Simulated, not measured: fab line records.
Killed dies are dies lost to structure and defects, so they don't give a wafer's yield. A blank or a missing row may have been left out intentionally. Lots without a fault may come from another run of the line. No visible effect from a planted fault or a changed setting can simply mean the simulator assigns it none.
Which tool was responsible? ; flow sfq_line ; 48 wafers from 16 lots sampled at 4 of the route's 325 steps

WHAT THE GAUGES READ, wafer by wafer
The record holds no reading of a measuring or inspecting step that can be judged against a usual standard deviation.

TOOL THAT RAN EACH LOT (tool first, then ch and the chambers of the sampled wafers, then the start)
lot;SFQ_TRILAYER_JJ_TRILAYER_DEP_SPUTTER_110;SFQ_TRILAYER_M5_STRIP_STRIP_127;SFQ_TRILAYER_R5_LITHO_EXPOSE_137;SFQ_TRILAYER_R5_ETCH_METAL_ETCH_139
L438;pvd_sputter-03, day 59 16:22;rie_metal-01 ch 0,1, day 60 01:19;krf_scanner-02 ch 0, day 64 22:34;rie_metal-02 ch 0,1, day 65 00:10
L440;pvd_sputter-04, day 60 16:22;rie_metal-04 ch 1, day 65 06:54;krf_scanner-01 ch 0, day 66 06:40;rie_metal-02 ch 0, day 66 08:19
L441;pvd_sputter-05, day 60 21:18;rie_metal-04 ch 1, day 69 23:18;krf_scanner-02 ch 0, day 70 06:24;rie_metal-04 ch 0,1, day 70 08:00
L442;pvd_sputter-04, day 61 03:17;rie_metal-04 ch 0,1, day 70 02:54;krf_scanner-02 ch 0, day 70 10:56;rie_metal-03 ch 0,1, day 70 12:31
L443;pvd_sputter-04, day 62 00:53;rie_metal-02 ch 0,1, day 70 20:49;krf_scanner-02 ch 0, day 71 04:04;rie_metal-04 ch 0,1, day 71 05:05
L444;pvd_sputter-03, day 62 09:17;rie_metal-01 ch 1, day 71 05:01;krf_scanner-02 ch 0, day 71 12:28;rie_metal-03 ch 0,1, day 71 14:04
L445;pvd_sputter-05, day 64 01:08;rie_metal-02 ch 0,1, day 72 22:16;krf_scanner-02 ch 0, day 73 07:41;rie_metal-02 ch 0,1, day 73 08:54
L446;pvd_sputter-03, day 64 04:44;rie_metal-02 ch 0,1, day 73 01:40;krf_scanner-02 ch 0, day 73 12:17;rie_metal-03 ch 0,1, day 73 13:41
L453;pvd_sputter-04, day 65 19:16;rie_metal-01 ch 0,1, day 74 18:28;krf_scanner-01 ch 0, day 75 12:06;rie_metal-02 ch 0,1, day 75 13:42
L454;pvd_sputter-05, day 66 06:11;rie_metal-02 ch 0,1, day 75 06:28;krf_scanner-01 ch 0, day 75 14:30;rie_metal-02 ch 0,1, day 75 16:06
L456;pvd_sputter-04, day 66 15:47;rie_metal-01 ch 0,1, day 75 16:32;krf_scanner-01 ch 0, day 75 23:26;rie_metal-04 ch 0,1, day 76 00:50
L457;pvd_sputter-03, day 66 16:59;rie_metal-04 ch 0,1, day 75 17:44;krf_scanner-01 ch 0, day 76 00:26;rie_metal-02 ch 0,1, day 76 02:02
L458;pvd_sputter-05, day 66 22:59;rie_metal-02 ch 0,1, day 75 20:20;krf_scanner-01 ch 0, day 76 02:38;rie_metal-04 ch 0,1, day 76 03:51
L459;pvd_sputter-04, day 67 02:35;rie_metal-01 ch 0,1, day 76 00:56;krf_scanner-01 ch 0, day 76 07:14;rie_metal-02 ch 0,1, day 76 08:38
L460;pvd_sputter-05, day 67 07:23;rie_metal-02 ch 0,1, day 76 05:44;krf_scanner-01 ch 0, day 76 11:51;rie_metal-02 ch 0,1, day 76 13:26
L461;pvd_sputter-03, day 67 08:35;rie_metal-01 ch 0,1, day 76 08:08;krf_scanner-01 ch 0, day 76 15:39;rie_metal-04 ch 0,1, day 76 17:02
- SFQ_TRILAYER_JJ_TRILAYER_DEP_SPUTTER_110: material Al, target thk 8 nm, time 10 s.
- SFQ_TRILAYER_M5_STRIP_STRIP_127: strips in O2.
- SFQ_TRILAYER_R5_LITHO_EXPOSE_137: exposes mask R5, target cd 500 nm.
- SFQ_TRILAYER_R5_ETCH_METAL_ETCH_139: etches the open film in Cl2, stops on SiO2, target depth 60 nm, time 40 s.

WHAT THE TOOLS THEMSELVES READ (means of the sampled wafers that have a number; where no wafer has one, the mark that the record gives instead)
SFQ_TRILAYER_JJ_TRILAYER_DEP_SPUTTER_110. Usual: 30.2 % for throttle_valve_pct, sd 1.
lot;tool;throttle_valve_pct (%);flag
L438;pvd_sputter-03;30.6;
L440;pvd_sputter-04;30.0;
L441;pvd_sputter-05;28.9;
L442;pvd_sputter-04;30.0;
L443;pvd_sputter-04;29.8;
L444;pvd_sputter-03;30.3;
L445;pvd_sputter-05;30.3;
L446;pvd_sputter-03;30.3;
L453;pvd_sputter-04;29.8;
L454;pvd_sputter-05;31.2;
L456;pvd_sputter-04;30.0;
L457;pvd_sputter-03;30.3;
L458;pvd_sputter-05;30.3;
L459;pvd_sputter-04;29.9;
L460;pvd_sputter-05;31.1;
L461;pvd_sputter-03;30.3;

SFQ_TRILAYER_M5_STRIP_STRIP_127. Usual: drypump_motor_current_A 5.5 A, standard deviation 0.38; oes_product_au 1.003 a.u., standard deviation 0.011.
lot;tool;drypump_motor_current_A (A);oes_product_au (a.u.);flag
L438;rie_metal-01;5.4;1.005;
L440;rie_metal-04;5.2;1.003;
L441;rie_metal-04;5.1;1.002;
L442;rie_metal-04;5.2;0.996;
L443;rie_metal-02;6.0;1.002;
L444;rie_metal-01;5.3;1.026;
L445;rie_metal-02;6.0;1.000;
L446;rie_metal-02;5.7;1.005;
L453;rie_metal-01;5.4;1.007;
L454;rie_metal-02;5.7;1.004;
L456;rie_metal-01;5.4;0.995;
L457;rie_metal-04;5.2;1.008;
L458;rie_metal-02;5.7;1.004;
L459;rie_metal-01;5.4;1.005;
L460;rie_metal-02;6.0;1.000;
L461;rie_metal-01;5.4;1.008;

SFQ_TRILAYER_R5_LITHO_EXPOSE_137. Usual: 14.402 for exposure_dose_mJ_cm2, sd 0.015.
lot;tool;exposure_dose_mJ_cm2;flag
L438;krf_scanner-02;14.400;
L440;krf_scanner-01;14.414;
L441;krf_scanner-02;14.408;
L442;krf_scanner-02;14.399;
L443;krf_scanner-02;13.503;OFF
L444;krf_scanner-02;13.510;OFF
L445;krf_scanner-02;13.511;OFF
L446;krf_scanner-02;13.505;OFF
L453;krf_scanner-01;14.396;
L454;krf_scanner-01;14.445;
L456;krf_scanner-01;14.397;
L457;krf_scanner-01;14.415;
L458;krf_scanner-01;14.398;
L459;krf_scanner-01;14.378;
L460;krf_scanner-01;14.406;
L461;krf_scanner-01;14.397;

SFQ_TRILAYER_R5_ETCH_METAL_ETCH_139. Usual: drypump_motor_current_A 5.6 A, standard deviation 0.47; oes_product_au 0.992 a.u., standard deviation 0.0048.
lot;tool;drypump_motor_current_A (A);oes_product_au (a.u.);flag
L438;rie_metal-02;5.7;0.998;
L440;rie_metal-02;5.3;0.993;
L441;rie_metal-04;5.2;0.993;
L442;rie_metal-03;5.7;0.989;
L443;rie_metal-04;5.2;0.984;
L444;rie_metal-03;5.6;0.996;
L445;rie_metal-02;5.7;0.993;
L446;rie_metal-03;5.7;0.991;
L453;rie_metal-02;6.1;0.991;
L454;rie_metal-02;6.1;0.998;
L456;rie_metal-04;5.3;0.993;
L457;rie_metal-02;5.7;0.989;
L458;rie_metal-04;5.2;0.989;
L459;rie_metal-02;6.1;0.988;
L460;rie_metal-02;6.1;0.992;
L461;rie_metal-04;5.2;0.996;

THE ANSWER, worked out from the rows above alone
Rule: a lot counts as off when the mean over its wafers that have a number is more than 3 standard deviations away from the usual mean. A lot without any number at a reading at which 4 lots or more have one is off too. The other lots that the step has rows for count as sound. Order of review: gauges by route order, followed by the tools' own readings, for which a lot's mean as printed above is used. The first step at which some lot is off is used, and at that step the reading that is off furthest; a lot without a number counts as furthest.
Off at SFQ_TRILAYER_R5_LITHO_EXPOSE_137 (exposure_dose_mJ_cm2): L443, L444, L445, L446.
If a tool, at that step or one of the process steps before it, ran each lot that is off and ran no sound lot following the first of them, it fits. One fits: krf_scanner-02 at SFQ_TRILAYER_R5_LITHO_EXPOSE_137. Its last sound lot is L442 (day 70 10:56), its first lot that is off L443 (day 71 04:04): a fault that began between those two fits.
On the lots that are off, the tool's own readings at SFQ_TRILAYER_R5_LITHO_EXPOSE_137 differ by more than 5 times the standard deviation of the sound lots' means, which bears it out; exposure_dose_mJ_cm2 reads 13.507 there versus 14.404 on the sound lots.

WHAT HAD BEEN PUT IN BY THE SIMULATOR
Drift in process parameters on krf_scanner-02 at SFQ_TRILAYER_R5_LITHO_EXPOSE_137, starting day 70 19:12. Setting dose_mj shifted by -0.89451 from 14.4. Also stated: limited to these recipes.
Struck lots among those shown: L443, L444, L445, L446. The rule above found the same.
